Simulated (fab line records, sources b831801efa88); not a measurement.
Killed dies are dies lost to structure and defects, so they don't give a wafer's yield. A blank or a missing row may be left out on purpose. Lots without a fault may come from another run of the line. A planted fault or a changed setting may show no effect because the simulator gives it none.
Which tool did it? | flow gf180mcu | 11 lots, 33 wafers sampled, at 4 steps of a route of 602

WHAT THE GAUGES READ, wafer by wafer
GF_MVPSD_TW_MEAS_11.
lot  | measured     | on            | MVPSD_TW
L116 | day 5 08:49  | film_metro-02 | 544 546 544
L118 | day 5 23:34  | film_metro-04 | 546 544 545
L122 | day 7 01:02  | film_metro-03 | 554 557 559
L124 | day 7 11:37  | film_metro-04 | 548 548 550
L126 | day 8 02:25  | film_metro-02 | 1672 1675 1673
L131 | day 9 05:58  | film_metro-03 | 1707 1694 1701
L133 | day 9 23:36  | film_metro-02 | 543 545 544
L134 | day 10 01:23 | film_metro-04 | 549 552 548
L135 | day 10 06:27 | film_metro-03 | 562 557 558
L136 | day 10 13:49 | film_metro-02 | 547 545 549
L137 | day 10 20:27 | film_metro-03 | 560 556 561

WHICH TOOL RAN EACH LOT (tool, then ch and the chambers of the sampled wafers, then the start)
lot  | GF_NWELL_STRIP_10                   | GF_MVSD_COAT_02                  | GF_MVSD_STRIP_10
L116 | plasma_asher-03 ch 0,1, day 3 10:58 | litho_track-01 ch 0, day 4 08:19 | plasma_asher-04 ch 0,1, day 4 16:41
L118 | plasma_asher-04 ch 0, day 4 00:00   | litho_track-01 ch 0, day 5 00:08 | plasma_asher-04 ch 0,1, day 5 07:04
L122 | plasma_asher-03 ch 0,1, day 4 22:20 | litho_track-02 ch 0, day 5 22:21 | plasma_asher-01 ch 0,1, day 6 06:56
L124 | plasma_asher-03 ch 0,1, day 5 08:21 | litho_track-02 ch 0, day 6 09:06 | plasma_asher-02 ch 1, day 6 18:04
L126 | plasma_asher-04 ch 0,1, day 5 20:44 | litho_track-02 ch 0, day 6 22:12 | plasma_asher-02 ch 0,1, day 7 07:29
L131 | plasma_asher-04 ch 0,1, day 6 21:21 | litho_track-02 ch 0, day 8 01:18 | plasma_asher-04 ch 1, day 8 10:49
L133 | plasma_asher-01 ch 0,1, day 7 13:07 | litho_track-01 ch 0, day 8 17:02 | plasma_asher-04 ch 0,1, day 9 03:25
L134 | plasma_asher-04 ch 0,1, day 7 15:20 | litho_track-01 ch 0, day 8 19:46 | plasma_asher-04 ch 0,1, day 9 05:29
L135 | plasma_asher-01 ch 0,1, day 7 19:54 | litho_track-03 ch 0, day 9 00:13 | plasma_asher-04 ch 0,1, day 9 10:31
L136 | plasma_asher-03 ch 0,1, day 8 03:41 | litho_track-01 ch 0, day 9 07:26 | plasma_asher-04 ch 0,1, day 9 17:28
L137 | plasma_asher-03 ch 0,1, day 8 07:56 | litho_track-03 ch 0, day 9 12:46 | plasma_asher-04 ch 0,1, day 9 23:02
- GF_NWELL_STRIP_10: strips in O2/N2.
- GF_MVSD_COAT_02: resist thk 3000 nm.
- GF_MVSD_STRIP_10: strips in O2/N2.

THE ANSWER, worked out from the rows above alone
Rule: what is usual is taken from the lots themselves. Put in order of their means at a reading, lots are off if they are a third of the lots or fewer, leave a main group of 4 or more, and stand apart from it by a gap of 3 or more times the standard deviation of the main group's means; of several such gaps the widest counts. A main group whose means are all the same, to the digits that the tables above print for the reading, isn't used. A lot without any number at a reading at which 4 lots or more have one is off too. The other lots that the step has rows for count as sound.
Off: L126, L131, at GF_MVPSD_TW_MEAS_11 (MVPSD_TW). The main group: mean 550, standard deviation 5.8.
A tool fits if, at a process step before that reading, it ran every lot that is off, and no sound lot after the first of them. The gauges at GF_MVPSD_TW_MEAS_11 are tried like those tools. One fits: litho_track-02 at GF_MVSD_COAT_02. Its last sound lot is L124 (day 6 09:06), its first lot that is off L126 (day 6 22:12): a fault that began between those two fits.

WHAT THE SIMULATOR HAD PUT IN
Process parameter drift: litho_track-02, from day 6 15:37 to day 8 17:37, at GF_MVSD_COAT_02. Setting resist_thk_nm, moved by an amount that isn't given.
Lots struck among those shown: L126, L131. The rule above found the same.
